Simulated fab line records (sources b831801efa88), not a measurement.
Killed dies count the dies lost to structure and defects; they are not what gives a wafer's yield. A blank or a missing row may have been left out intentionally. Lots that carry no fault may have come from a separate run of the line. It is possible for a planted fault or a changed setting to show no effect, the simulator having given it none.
A lot that was struck, set against a sound lot :: flow gf180mcu :: 16 out of 602 route steps
Sound: these wafers, L668.1, L668.3, L668.6. Struck: wafer L670.3. (L670.4, L670.6 of the same lot were not struck and are left out.) The cause comes at the end.
Each step with rows lists, per side, the tool, then ch with its chambers, then its first start. Under that, the readings that differ: sound wafers :: struck wafers :: difference of the means :: sigmas: that difference in standard deviations of wafers without a fault.
alike: readings whose means differ by less than 2 such deviations, and words and numbers that are the same on both sides. not compared: withheld readings, readings that some wafer has no value for, bounds like >300 that may hide the same value, and numbers for which the record gives no deviation and whose values overlap.
Wherever a step has rows on one side only, a row that says differs or no value, or a row with sigmas, the two part there. Numbers that have no deviation but don't overlap get no sigmas and don't part them. Lack of a reading on every wafer of one side parts them only where that side has two or more wafers.

GF_TOP_METAL_SPUTTER_04: material TiN, target thk 25 nm, time 19.8 s.
  struck on pvd_sputter-04, day 32 11:32; sound on pvd_sputter-04, day 32 00:11
  alike: chamber_pressure_pa, throttle_valve_pct
GF_TOP_METAL_RS_MEAS_05: the measuring method here is four-point-probe.
  struck on film_metro-03, day 32 11:37; sound on film_metro-03, day 32 00:13
  alike: TOP_METAL_ALCU_RS
GF_TOP_METAL_THK_MEAS_06: measures by xrf.
  struck on film_metro-03, day 32 11:43; sound on film_metro-03, day 32 00:20
  alike: TOP_METAL_ALCU_THK
then, 7 steps without rows for these wafers: GF_TOP_METAL_DEHYDRATE_07 (time 60 s); GF_TOP_METAL_HMDS_08 (prime time 60 s); GF_TOP_METAL_COAT_09 (resist thk 1500 nm); GF_TOP_METAL_SOFTBAKE_10 (time 60 s); GF_TOP_METAL_EXPOSE_11 (exposes mask MetalTop, target cd 440 nm); GF_TOP_METAL_PEB_12; GF_TOP_METAL_DEVELOP_13 (develop time 57.94 s).
GF_TOP_METAL_CD_MEAS_14: target cd 440 nm.
  struck on cd_sem-02, day 33 04:04; sound on cd_sem-02, day 32 16:01
  alike: cd_nm
GF_TOP_METAL_OVL_MEAS_15:
  struck on overlay-02, day 33 04:09; sound on overlay-02, day 32 16:08
reading: TOP_METAL_OVL (nm)
sound: 1.5 0.8 1.7
struck: -1.5
difference: -2.8
sigmas: -2
GF_TOP_METAL_METAL_ETCH_16: etches the open film in Cl2/BCl3, stops on SiO2, target depth 1077.5 nm, time 179.6 s.
  sound on rie_metal-02 ch 1, day 32 16:10; struck on rie_metal-01 ch 0, day 33 04:14
reading: oes_product_au (a.u.)
sound: 0.961 0.966 0.964
struck: 0.787
difference: -0.177
sigmas: -24

reading: throttle_valve_pct (%)
sound: 28.271 28.263 28.261
struck: 28.470
difference: +0.205
sigmas: +19

reading: model.TOP_METAL.feature_depth_nm (nm)
sound: 1015 1021 1029
struck: 697.9
difference: -323.8
sigmas: 

reading: model.etch.depth_nm (nm)
sound: 1015 1021 1029
struck: 697.9
difference: -323.8
sigmas: 

reading: model.NOVOLAK_of_TOP_METAL_COAT_09.thk_nm (nm)
sound: 1073 1068 1073
struck: 1225
difference: +154
sigmas: 
  alike: drypump_motor_current_A
  not compared: rf_hours_counter_h
GF_TOP_METAL_STRIP_17: strips in O2/N2.
  sound on plasma_asher-01 ch 0, day 32 16:31; struck on plasma_asher-01 ch 0, day 33 04:23
reading: strip_time_to_endpoint_s (s)
sound: 13.50 13.46 13.50
struck: 15.25
difference: +1.76
sigmas: +25
  alike: drypump_motor_current_A, heater_power_w, oes_product_au
  not compared: rf_hours_counter_h
then, 1 step without rows for these wafers: GF_TOP_METAL_STRIP_18 (strips in post etch residue remover, time 1200 s).
GF_PASSIVATION_PROBE_99:
  struck on prober-02, day 33 23:38; sound on prober-02, day 33 11:05
reading: model.etest.pplus_sal_6v.short
sound: 0 0 0
struck: 1
difference: +1
sigmas: 

reading: model.etest.nwell.short
sound: 0 0 0
struck: 1
difference: +1
sigmas: 

reading: model.etest.ring_6p0.no_ring
sound: 0 0 0
struck: 1
difference: +1
sigmas: 

reading: model.etest.via3_chain.short
sound: 0 0 0
struck: 1
difference: +1
sigmas: 

reading: model.etest.pwell_in_dnwell.short
sound: 0 0 0
struck: 1
difference: +1
sigmas: 

reading: model.etest.ldpmos_10p0.short
sound: 0 0 0
struck: 1
difference: +1
sigmas: 

reading: model.etest.iso_dnwell_dnwell.over_limit
sound: 0 0 0
struck: 1
difference: +1
sigmas: 

reading: model.etest.via5_chain.short
sound: 0 0 0
struck: 1
difference: +1
sigmas: 

WHERE THEY PART
At GF_TOP_METAL_OVL_MEAS_15 first; at GF_TOP_METAL_STRIP_17 last (within this record only).

WHY: what had been put in by the simulator
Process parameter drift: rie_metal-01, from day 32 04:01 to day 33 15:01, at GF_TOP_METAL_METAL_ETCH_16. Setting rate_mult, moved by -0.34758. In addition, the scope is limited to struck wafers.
